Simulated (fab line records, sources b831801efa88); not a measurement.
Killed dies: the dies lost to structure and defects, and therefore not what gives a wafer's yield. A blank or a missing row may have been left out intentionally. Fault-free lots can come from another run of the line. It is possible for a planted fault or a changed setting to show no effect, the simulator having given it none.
The same fault as seen by 2 desks | flow gf180mcu | only its own numbers are on each desk; what lay behind them is given at the end

== FROM THE METROLOGY DESK ==
What the gauges read for every lot (on any tool): the sampled wafers with a number, averaged. The brackets show how far a lot's mean lies from the usual mean; more than 4 standard deviations puts the lot out of limits, marked OUT.
Columns: A = cd-nm at GF_POLY_GATE_CD_MEAS_18, usual 278.8 nm; B = cd-nm at GF_HV_LDD_CD_MEAS_19, usual 400.3 nm
lot  | first seen here | A     | B
L891 | day 8 21:06     | 277.2 | 401.1
L892 | day 9 22:01     | 277.8 | 394.4
L893 | day 10 10:10    | 277.0 | 401.8
L894 | day 10 12:49    | 278.8 | 396.1
L895 | day 10 23:30    | 275.8 | 397.6
L897 | day 11 13:13    | 278.2 | 406.1
L900 | day 12 00:59    | 280.0 | -
L902 | day 13 01:37    | 277.2 | 399.1
L907 | day 14 03:57    | 278.6 | 398.7
L911 | day 15 07:53    | 278.2 | 399.7
L912 | day 15 18:14    | 280.4 | 401.2
L913 | day 15 20:53    | 278.1 | 399.2
L914 | day 16 03:31    | 280.9 | 396.3
Result from this desk: across the 13 lots, nothing is out of limits.

== AT THE TOOL OWNER'S DESK: rie-si-02 ==
The tool's own readings at GF_POLY_GATE_ETCH_13 (etches poly-Si in HBr/Cl2, stops on SiO2, target depth 198.5 nm, time 69.6 s): means of the sampled wafers that have a number, for each lot that ran on this tool. The brackets show how far a lot's mean lies from the usual mean; more than 4 standard deviations puts the lot out of limits, marked OUT.
Columns: A = drypump-motor-current-A at GF_POLY_GATE_ETCH_13, usual 5.8 A; B = oes-product-au at GF_POLY_GATE_ETCH_13, usual 0.991 a.u.; C = rf-fwd-power-W at GF_POLY_GATE_ETCH_13, usual 397.4 W; D = throttle-valve-pct at GF_POLY_GATE_ETCH_13, usual 33.684 %
lot  | first seen here | A   | B               | C     | D
L893 | day 10 08:38    | 6.1 | 0.988           | 397.2 | 33.687
L897 | day 11 11:41    | 5.8 | 0.833 (-19) OUT | 397.4 | 33.691
L900 | day 11 21:11    | 6.0 | 0.655 (-40) OUT | 396.8 | 33.686
L902 | day 12 16:50    | 6.0 | 0.825 (-20) OUT | 399.0 | 33.680
L912 | day 15 16:41    | 6.0 | 0.973           | 396.5 | 33.679
L914 | day 16 01:59    | 6.1 | 0.982           | 398.7 | 33.682
This desk's finding: out of limits on L897, L900, L902; first on L897, day 11 11:41 (oes-product-au at GF_POLY_GATE_ETCH_13). Within limits: L893, L912, L914.

== TAKEN TOGETHER ==
The tool owner's desk had the chance to raise an alarm at day 11 11:41 on L897, L900, L902.
From the metrology desk's view, nothing was out of limits.
The metrology desk has L897, L900, L902 on record, within its limits.
On rie-si-02, each named lot ran GF_POLY_GATE_ETCH_13.

== WHAT THE SIMULATOR HAD INSERTED ==
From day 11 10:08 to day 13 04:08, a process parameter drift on rie-si-02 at GF_POLY_GATE_ETCH_13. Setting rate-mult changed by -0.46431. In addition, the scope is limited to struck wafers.
Shown lots that were struck: L897, L900, L902.
Time in hours from fault onset to the first out-of-limits reading at each desk: the tool owner's desk, 2.
